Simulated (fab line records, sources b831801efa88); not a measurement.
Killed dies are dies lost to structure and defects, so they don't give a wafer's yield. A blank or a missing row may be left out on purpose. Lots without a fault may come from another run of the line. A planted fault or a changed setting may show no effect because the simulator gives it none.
Which tool did it? | flow sky130 | 24 lots, 72 wafers sampled, at 5 steps of a route of 708

WHAT THE GAUGES READ, wafer by wafer
SKY_GATE_OXIDE_THK_MEAS_02.
lot  | measured     | on            | GATE_OXIDE_OXIDATION_00_THK (nm)
L074 | day 12 11:25 | film_metro-02 | 10.27 10.20 10.18
L075 | day 12 19:31 | film_metro-02 | 10.75 10.65 10.64
L076 | day 12 20:37 | film_metro-04 | 10.29 10.16 10.25
L077 | day 13 12:14 | film_metro-04 | 10.18 10.19 10.12
L078 | day 13 21:32 | film_metro-04 | 10.28 10.29 10.17
L079 | day 14 07:28 | film_metro-03 | 10.52 10.42 10.34
L080 | day 14 12:32 | film_metro-02 | 10.73 10.30 10.39
L081 | day 14 20:13 | film_metro-03 | 10.47 10.41 10.51
L082 | day 14 23:41 | film_metro-04 | 10.17 10.37 10.16
L083 | day 15 12:03 | film_metro-04 | 10.64 10.53 10.66
L084 | day 15 20:25 | film_metro-03 | 10.58 10.35 10.34
L085 | day 16 07:06 | film_metro-03 | 10.38 10.44 10.58
L086 | day 16 14:35 | film_metro-03 | 10.55 10.58 10.54
L087 | day 16 21:37 | film_metro-04 | 10.46 10.46 10.36
L088 | day 17 04:52 | film_metro-03 | 10.24 10.16 10.19
L089 | day 17 14:47 | film_metro-02 | 10.57 10.60 10.68
L090 | day 19 00:13 | film_metro-04 | 10.60 10.59 10.59
L091 | day 19 00:13 | film_metro-03 | 10.61 10.49 10.44
L092 | day 19 14:41 | film_metro-04 | 9.97 10.22 10.10
L093 | day 19 18:56 | film_metro-02 | 10.24 10.41 10.28
L095 | day 20 05:25 | film_metro-03 | 10.00 10.03 10.02
L094 | day 20 10:52 | film_metro-02 | 10.09 10.16 10.08
L096 | day 20 12:53 | film_metro-02 | 10.19 10.05 10.20
L097 | day 22 13:16 | film_metro-03 | 10.12 10.04 10.14

SKY_METAL4_CD_MEAS_13: target cd 300 nm.
lot  | measured     | on        | cd_nm (nm)
L074 | day 41 06:18 | cd_sem-02 | 300.0 300.8 300.0
L075 | day 41 18:25 | cd_sem-01 | 298.5 298.6 297.8
L076 | day 41 15:59 | cd_sem-01 | 301.7 303.0 301.0
L077 | day 42 11:40 | cd_sem-01 | 300.9 299.9 300.2
L078 | day 42 19:40 | cd_sem-01 | 297.8 299.8 298.5
L079 | day 43 05:01 | cd_sem-02 | 300.3 298.9 297.9
L080 | day 43 05:32 | cd_sem-01 | 300.9 300.4 300.0
L081 | day 43 17:04 | cd_sem-01 | 299.7 300.2 299.8
L082 | day 43 17:52 | cd_sem-01 | 298.8 300.0 300.7
L083 | day 44 03:50 | cd_sem-01 | 297.8 299.1 299.7
L084 | day 44 09:40 | cd_sem-02 | 299.6 300.5 301.6
L085 | day 44 15:26 | cd_sem-01 | 300.4 299.3 299.1
L086 | day 45 00:50 | cd_sem-01 | 301.6 301.7 300.9
L087 | day 45 03:56 | cd_sem-02 | 298.9 299.1 299.6
L088 | day 45 08:52 | cd_sem-02 | 299.9 299.2 298.8
L089 | day 45 17:00 | cd_sem-01 | 298.8 298.9 298.8
L090 | day 46 14:24 | cd_sem-01 | 298.5 298.8 296.8
L091 | day 46 19:16 | cd_sem-01 | 299.9 299.9 300.3
L092 | day 47 00:11 | cd_sem-02 | 299.5 301.3 297.2
L093 | day 47 03:40 | cd_sem-01 | 300.3 298.4 299.3
L095 | day 47 15:31 | cd_sem-01 | 300.1 299.5 299.0
L094 | day 47 16:31 | cd_sem-01 | 298.9 298.8 299.2
L096 | day 47 17:47 | cd_sem-01 | 301.1 299.8 299.6
L097 | day 48 21:19 | cd_sem-02 | 301.8 301.7 300.7

WHICH TOOL RAN EACH LOT (tool, then ch and the chambers of the sampled wafers, then the start)
lot  | SKY_VIA1_STRIP_16                    | SKY_VIA3_CMP_02               | SKY_CAP2M_STRIP_14
L074 | plasma_asher-01 ch 0,1, day 33 09:25 | cmp-02 ch 0,1,3, day 38 01:36 | plasma_asher-01 ch 0,1, day 40 04:46
L075 | plasma_asher-01 ch 0,1, day 33 22:55 | cmp-02 ch 0,1,2, day 38 14:23 | plasma_asher-04 ch 0,1, day 40 17:07
L076 | plasma_asher-03 ch 0,1, day 33 19:56 | cmp-02 ch 1,2,3, day 38 10:46 | plasma_asher-04 ch 0,1, day 40 14:50
L077 | plasma_asher-01 ch 0,1, day 34 16:17 | cmp-02 ch 0,1,2, day 39 08:08 | plasma_asher-01 ch 0,1, day 41 11:25
L078 | plasma_asher-03 ch 0,1, day 35 02:31 | cmp-01 ch 0,1,2, day 39 16:13 | plasma_asher-01 ch 0,1, day 41 19:43
L079 | plasma_asher-02 ch 0,1, day 35 12:55 | cmp-02 ch 2,3, day 40 02:10   | plasma_asher-04 ch 0,1, day 42 05:37
L080 | plasma_asher-02 ch 0,1, day 35 14:53 | cmp-02 ch 0,1, day 40 03:13   | plasma_asher-01 ch 0,1, day 42 05:56
L081 | plasma_asher-03 ch 0,1, day 36 02:46 | cmp-02 ch 0,2,3, day 40 15:20 | plasma_asher-04 ch 0,1, day 42 17:58
L082 | plasma_asher-01 ch 0,1, day 36 04:13 | cmp-01 ch 1,2, day 40 16:42   | plasma_asher-03 ch 0,1, day 42 19:16
L083 | plasma_asher-03 ch 0, day 36 15:47   | cmp-02 ch 0,3, day 41 03:50   | plasma_asher-04 ch 0,1, day 43 05:26
L084 | plasma_asher-02 ch 1, day 36 22:04   | cmp-02 ch 0,1,3, day 41 09:13 | plasma_asher-03 ch 0,1, day 43 10:17
L085 | plasma_asher-01 ch 1, day 37 04:58   | cmp-02 ch 1,3, day 41 15:57   | plasma_asher-03 ch 0,1, day 43 16:25
L086 | plasma_asher-01 ch 0,1, day 37 14:59 | cmp-01 ch 0,1,2, day 42 03:10 | plasma_asher-03 ch 0,1, day 44 02:43
L087 | plasma_asher-02 ch 0,1, day 37 20:36 | cmp-01 ch 0,1,3, day 42 06:55 | plasma_asher-04 ch 0,1, day 44 06:05
L088 | plasma_asher-01 ch 0, day 38 04:08   | cmp-02 ch 1,2, day 42 12:16   | plasma_asher-01 ch 0,1, day 44 11:40
L089 | plasma_asher-03 ch 0,1, day 38 13:53 | cmp-02 ch 1,2, day 42 21:38   | plasma_asher-01 ch 0,1, day 44 20:04
L090 | plasma_asher-03 ch 0,1, day 39 15:28 | cmp-02 ch 1,2,3, day 43 20:25 | plasma_asher-04 ch 0, day 45 17:41
L091 | plasma_asher-01 ch 0,1, day 39 18:43 | cmp-01 ch 0,2,3, day 44 00:43 | plasma_asher-04 ch 0,1, day 45 22:28
L092 | plasma_asher-02 ch 0,1, day 40 02:26 | cmp-02 ch 2,3, day 44 06:48   | plasma_asher-01 ch 0,1, day 46 03:36
L093 | plasma_asher-01 ch 0,1, day 40 06:53 | cmp-01 ch 1,2,3, day 44 11:40 | plasma_asher-04 ch 0,1, day 46 07:27
L095 | plasma_asher-01 ch 0,1, day 40 21:16 | cmp-01 ch 0,1, day 45 00:02   | plasma_asher-04 ch 0,1, day 46 19:44
L094 | plasma_asher-02 ch 0,1, day 40 21:35 | cmp-02 ch 0,1,3, day 45 00:37 | plasma_asher-04 ch 0,1, day 46 20:25
L096 | plasma_asher-02 ch 0, day 40 22:34   | cmp-01 ch 0,1,3, day 45 02:15 | plasma_asher-03 ch 0,1, day 46 21:31
L097 | plasma_asher-03 ch 0,1, day 42 11:34 | cmp-01 ch 0,1,2, day 46 08:03 | plasma_asher-04 ch 0,1, day 48 02:44
- SKY_VIA1_STRIP_16: strips in O2/N2.
- SKY_VIA3_CMP_02: polishes SiO2.
- SKY_CAP2M_STRIP_14: strips in O2/N2.

WHAT THE TOOLS THEMSELVES READ (means of the sampled wafers that have a number; where no wafer has one, the mark that the record gives instead)
SKY_VIA1_STRIP_16.
lot  | tool            | drypump_motor_current_A (A) | oes_product_au (a.u.) | strip_time_to_endpoint_s (s)
L074 | plasma_asher-01 | 6.0                         | 0.411                 | 4.476
L075 | plasma_asher-01 | 6.4                         | 0.413                 | 4.427
L076 | plasma_asher-03 | 5.6                         | 0.414                 | 4.443
L077 | plasma_asher-01 | 6.4                         | 0.416                 | 4.461
L078 | plasma_asher-03 | 5.8                         | 0.418                 | 4.475
L079 | plasma_asher-02 | 5.8                         | 0.416                 | 4.479
L080 | plasma_asher-02 | 5.9                         | 0.415                 | 4.469
L081 | plasma_asher-03 | 5.5                         | 0.416                 | 4.485
L082 | plasma_asher-01 | 6.4                         | 0.422                 | 4.471
L083 | plasma_asher-03 | 6.1                         | 0.415                 | 4.509
L084 | plasma_asher-02 | 5.9                         | 0.418                 | 4.502
L085 | plasma_asher-01 | 5.7                         | 0.421                 | 4.467
L086 | plasma_asher-01 | 6.0                         | 0.419                 | 4.508
L087 | plasma_asher-02 | 5.9                         | 0.416                 | 4.475
L088 | plasma_asher-01 | 6.7                         | 0.414                 | 4.480
L089 | plasma_asher-03 | 5.5                         | 0.416                 | 4.463
L090 | plasma_asher-03 | 5.8                         | 0.415                 | 4.456
L091 | plasma_asher-01 | 6.0                         | 0.415                 | 4.450
L092 | plasma_asher-02 | 5.9                         | 0.413                 | 4.430
L093 | plasma_asher-01 | 6.0                         | 0.422                 | 4.498
L095 | plasma_asher-01 | 6.0                         | 0.416                 | 4.469
L094 | plasma_asher-02 | 5.9                         | 0.419                 | 4.478
L096 | plasma_asher-02 | 5.8                         | 0.415                 | 4.457
L097 | plasma_asher-03 | 5.8                         | 0.416                 | 4.453

SKY_VIA3_CMP_02.
lot  | tool   | motor_current_A (A) | platen_rpm (rpm)
L074 | cmp-02 | 11.5                | 59.99
L075 | cmp-02 | 12.0                | 60.00
L076 | cmp-02 | 11.7                | 59.99
L077 | cmp-02 | 11.3                | 60.07
L078 | cmp-01 | 12.5                | 59.95
L079 | cmp-02 | 11.7                | 60.00
L080 | cmp-02 | 11.5                | 59.98
L081 | cmp-02 | 11.7                | 60.00
L082 | cmp-01 | 11.9                | 60.01
L083 | cmp-02 | 11.5                | 60.04
L084 | cmp-02 | 11.3                | 59.98
L085 | cmp-02 | 11.4                | 60.02
L086 | cmp-01 | 12.2                | 60.02
L087 | cmp-01 | 11.0                | 59.99
L088 | cmp-02 | 11.9                | 60.01
L089 | cmp-02 | 11.1                | 59.98
L090 | cmp-02 | 11.6                | 60.02
L091 | cmp-01 | 12.8                | 60.00
L092 | cmp-02 | 11.9                | 59.97
L093 | cmp-01 | 12.2                | 60.02
L095 | cmp-01 | 10.8                | 59.95
L094 | cmp-02 | 11.6                | 60.03
L096 | cmp-01 | 11.1                | 60.01
L097 | cmp-01 | 12.6                | 60.00

SKY_CAP2M_STRIP_14.
lot  | tool            | drypump_motor_current_A (A) | oes_product_au (a.u.) | strip_time_to_endpoint_s (s)
L074 | plasma_asher-01 | 6.0                         | 0.712                 | 12.57
L075 | plasma_asher-04 | 5.3                         | 0.714                 | 12.69
L076 | plasma_asher-04 | 5.3                         | 0.710                 | 12.58
L077 | plasma_asher-01 | 6.4                         | 0.711                 | 12.55
L078 | plasma_asher-01 | 6.0                         | 0.711                 | 12.65
L079 | plasma_asher-04 | 5.3                         | 0.710                 | 12.59
L080 | plasma_asher-01 | 6.0                         | 0.717                 | 12.66
L081 | plasma_asher-04 | 5.3                         | 0.713                 | 12.54
L082 | plasma_asher-03 | 5.5                         | 0.710                 | 12.63
L083 | plasma_asher-04 | 5.3                         | 0.710                 | 12.58
L084 | plasma_asher-03 | 5.8                         | 0.703                 | 12.60
L085 | plasma_asher-03 | 5.6                         | 0.708                 | 12.70
L086 | plasma_asher-03 | 5.8                         | 0.709                 | 12.65
L087 | plasma_asher-04 | 5.3                         | 0.710                 | 12.60
L088 | plasma_asher-01 | 6.3                         | 0.708                 | 12.71
L089 | plasma_asher-01 | 6.0                         | 0.709                 | 12.61
L090 | plasma_asher-04 | 5.3                         | 0.713                 | 12.65
L091 | plasma_asher-04 | 5.3                         | 0.711                 | 12.62
L092 | plasma_asher-01 | 6.4                         | 0.714                 | 12.67
L093 | plasma_asher-04 | 5.3                         | 0.711                 | 12.61
L095 | plasma_asher-04 | 5.4                         | 0.706                 | 12.66
L094 | plasma_asher-04 | 5.3                         | 0.710                 | 12.63
L096 | plasma_asher-03 | 5.5                         | 0.705                 | 12.59
L097 | plasma_asher-04 | 5.3                         | 0.709                 | 12.60

THE ANSWER, worked out from the rows above alone
Rule: what is usual is taken from the lots themselves. Put in order of their means at a reading, lots are off if they are a third of the lots or fewer, leave a main group of 4 or more, and stand apart from it by a gap of 3 or more times the standard deviation of the main group's means; of several such gaps the widest counts. A main group whose means are all the same, to the digits that the tables above print for the reading, isn't used. A lot without any number at a reading at which 4 lots or more have one is off too. The other lots that the step has rows for count as sound. The gauges are gone through in route order, then the tools' own readings, and for those a lot's mean is taken as printed above. The first step at which some lot is off is used, and at that step the reading that is off furthest; a lot without a number counts as furthest.
No lot is off at any reading shown: from this, nothing can be told.

WHAT THE SIMULATOR HAD PUT IN
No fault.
